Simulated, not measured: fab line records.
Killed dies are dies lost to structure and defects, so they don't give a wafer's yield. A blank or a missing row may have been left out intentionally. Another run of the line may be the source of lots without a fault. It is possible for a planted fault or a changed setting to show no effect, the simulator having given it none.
Problem report, 8D (eight disciplines) form, completed by code	flow sky130	the parts of the form that need people (team, actions taken, sign-off) are left out
Where a reading is given only as a bound, like >300, the bound stands for it, and a mean or a difference that rests on one is marked > or <: the true number lies beyond.

== 1. THE PROBLEM ==
Mean LI_CONTACT_W_RS at SKY_LI_CONTACT_RS_MEAS_22: 25.377 ohm/sq over 9 wafers in 3 lots; fault-free wafers: 0.285 ohm/sq, standard deviation 0.0037. So: +99 or more standard deviations from the usual mean.
The step: measures by four-point-probe.
Earliest sighting: wafer L540.1 on filmMetro-02 at day 31 15:26. The record has a number at this step for 36 wafers belonging to 12 lots. The rule behind "out" and "out of limits": a value lying over 4 standard deviations away from the usual mean. The rest of the wafers with a number are treated as sound.

== 2. WHAT IT IS AND WHAT IT IS NOT ==
question	is	is not
which readings at this step	LI_CONTACT_W_RS	-
which lots	L540, L541, L542	L524, L528, L530, L531, L538, L543, L544, L545, L546
which wafers of those lots	all that have a number	-
read on which gauges	filmMetro-02, filmMetro-04	filmMetro-01
when	from day 31 15:26	up to then (15 sound wafers); but 12 sound wafers of L543, L544, L545, L546 came after

== 3. SUSPECTS, AND WHAT RULES EACH OUT ==
Counting: any tool at a process step up to the reading is kept as a suspect provided that every lot that is out went through it and no sound lot did after the first of them.
- the gauge at SKY_LI_CONTACT_RS_MEAS_22: ruled out. Those wafers that are out were read across 2 gauges (filmMetro-02, filmMetro-04).
- cvdW-01 at SKY_LI_CONTACT_CVD_21 (deposits W, target thk 400 nm, time 120.56 s): ruled out as a lasting fault. After its first lot that is out, L540 (day 31 15:18), sound lots L543, L544, L545 ran on it.
Left after counting: nothing in the record.

== 4. THE CAUSE (what the simulator had put in) ==
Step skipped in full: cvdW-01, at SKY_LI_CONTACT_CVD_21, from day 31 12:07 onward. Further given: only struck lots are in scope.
It was ruled out by counting, in error; the rule expects a fault to strike all lots run on its tool from its start on, and this fault did not.

== 5. SEQUENCE OF EFFECTS, ordered by route ==
Each row: a reading whose mean over the struck wafers that have a number lies more than 3 standard deviations from the usual. Only readings for which the record gives a usual standard deviation are gone through. hours: the time from each lot's start at the first step in this table that gives one to its start at this step, as a median over the lots. sigmas: the change in usual standard deviations.
hours	step	reading	usual	on struck wafers	change	sigmas
0	SKY_LI_CONTACT_RS_MEAS_22	LI_CONTACT_W_RS	0.285 ohm/sq	25.377	+25.092	+99 or more
0	SKY_LI_CONTACT_THK_MEAS_23	LI_CONTACT_W_THK	388 nm	<0	<-388	<-68
312	SKY_PAD_OPEN_PROBE_99	killedAtContacts	24	428	+404	+76
312	SKY_PAD_OPEN_PROBE_99	killedDies	86	492	+406	+44
312	SKY_PAD_OPEN_PROBE_99	killedOnRim	17	96	+79	+20
Its process steps:
- SKY_PAD_OPEN_PROBE_99
Readings that are blank on the struck wafers while sound wafers have them: chamberPressureTorr at SKY_LI_CONTACT_CVD_21; heaterPowerOuterW at SKY_LI_CONTACT_CVD_21; heaterPowerW at SKY_LI_CONTACT_CVD_21.

== 6. WHAT WOULD HAVE CAUGHT IT SOONER ==
Counted from the fault's start at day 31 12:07, it took 3 hours until the first out-of-limits reading at a measuring or inspecting step in this record, taken at day 31 15:26.
At SKY_LI_CONTACT_CVD_21 the tool's readings are blank on the struck wafers, where sound wafers have them: an empty tool record is the first sign, and it was there at once.
